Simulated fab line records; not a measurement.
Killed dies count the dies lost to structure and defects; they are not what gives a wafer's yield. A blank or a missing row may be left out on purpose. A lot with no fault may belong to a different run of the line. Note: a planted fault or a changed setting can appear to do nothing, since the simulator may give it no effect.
Struck lot and sound lot, side by side    flow sky130    21 steps out of a route of 708
Sound: the wafers L187.2, L187.4, L187.6. Struck: wafers L185.2, L185.5. (L185.1 of the same lot was not struck and is left out.) The cause comes at the end.
For every step that has rows: the tool of each side, followed by ch and its chambers, followed by its first start. Under that, the readings that differ: sound wafers    struck wafers    difference of the means    sigmas: that difference in standard deviations of wafers without a fault.
alike: readings with means less than 2 such deviations apart, plus words and numbers identical on both sides. not compared: withheld readings, readings lacking a value on some wafer, bounds such as >300 that could conceal the same value, and numbers that have no deviation in the record and whose values overlap.
A row with sigmas, a row that says differs or no value, or rows on one side alone: a step with any of these is where the two part. When numbers do not overlap yet have no deviation, they are printed without sigmas and do not part them. Lack of a reading on every wafer of one side parts them only where that side has two or more wafers.

first, 4 steps without rows for these wafers: SKY_RES_XHIGH_EXPOSE_04 (exposes mask URPM, target cd 1270 nm); SKY_RES_XHIGH_PEB_05; SKY_RES_XHIGH_DEVELOP_06 (develop time 60 s); SKY_RES_XHIGH_IMPLANT_07.
SKY_RES_XHIGH_STRIP_08: strips in O2/N2.
  sound on plasma_asher-03 ch 0,1, day 31 20:06; struck on plasma_asher-03 ch 0,1, day 31 10:20
  alike: drypump_motor_current_A, oes_product_au, strip_time_to_endpoint_s
  not compared: rf_hours_counter_h
SKY_RES_XHIGH_TW_MEAS_09:
  struck on film_metro-03, day 31 10:28; sound on film_metro-04, day 31 20:13
  alike: RES_XHIGH_TW
then, 6 steps without rows for these wafers: SKY_SD_N_DEHYDRATE_00 (time 60 s); SKY_SD_N_HMDS_01 (prime time 60 s); SKY_SD_N_COAT_02 (resist thk 1140 nm); SKY_SD_N_SOFTBAKE_03 (time 60 s); SKY_SD_N_EXPOSE_04 (exposes mask NSDM, target cd 380 nm); SKY_SD_N_PEB_05.
SKY_SD_N_DEVELOP_06: develop time 60 s.
  sound on litho_track-03 ch 0, day 32 23:28; struck on litho_track-01 ch 0, day 32 12:38
SKY_SD_N_CD_MEAS_07 targets a cd of 380 nm.
  struck on cd_sem-02, day 32 12:47; sound on cd_sem-01, day 32 23:37
reading     sound              struck  difference                     sigmas
cd_nm (nm)  379.4 379.4 375.6  - -     no value on the struck wafers  
SKY_SD_N_OVL_MEAS_08:
  struck on overlay-01, day 32 12:55; sound on overlay-02, day 32 23:43
reading        sound           struck  difference                     sigmas
SD_N_OVL (nm)  -0.9 -0.6 -1.3  - -     no value on the struck wafers  
then, 2 steps without rows for these wafers: SKY_SD_N_IMPLANT_09; SKY_SD_N_IMPLANT_10.
SKY_SD_N_STRIP_11: strips in O2/N2.
  sound on plasma_asher-02 ch 0,1, day 33 00:03; struck on plasma_asher-02 ch 0, day 32 13:15
reading                       sound              struck       difference  sigmas
strip_time_to_endpoint_s (s)  22.48 22.49 22.52  22.61 22.61  +0.11       +2
  alike: drypump_motor_current_A, oes_product_au
  not compared: rf_hours_counter_h
SKY_SD_N_TW_MEAS_12:
  struck on film_metro-02, day 32 13:21; sound on film_metro-04, day 33 00:10
reading  sound           struck  difference  sigmas
SD_N_TW  3992 4006 4003  30 30   -3970       -99 or more
then, 1 step without rows for these wafers: SKY_SD_N_CLEAN_13 (cleans in SC1/SC2, time 150 s).
-- here the record skips 17 days between the struck wafers' starts before and after, leaving off in module SD_N and picking up in module PAD_OPEN (first step shown: number 708 of the route) --
SKY_PAD_OPEN_PROBE_99:
  struck on prober-01, day 49 03:42; sound on prober-02, day 49 12:07
reading              sound     struck   difference  sigmas
killed_at_front_end  20 9 24   424 419  +404        +88
killed_dies          99 82 95  492 492  +400        +40
killed_on_rim        20 14 7   96 96    +82         +21
  alike: killed_at_M0_to_M3, killed_at_M4_up, killed_at_contacts, killed_at_other, killed_open, killed_short

WHERE THEY PART
Last at SKY_PAD_OPEN_PROBE_99 as far as this record goes, first at SKY_SD_N_CD_MEAS_07.

WHY: what had been put in by the simulator
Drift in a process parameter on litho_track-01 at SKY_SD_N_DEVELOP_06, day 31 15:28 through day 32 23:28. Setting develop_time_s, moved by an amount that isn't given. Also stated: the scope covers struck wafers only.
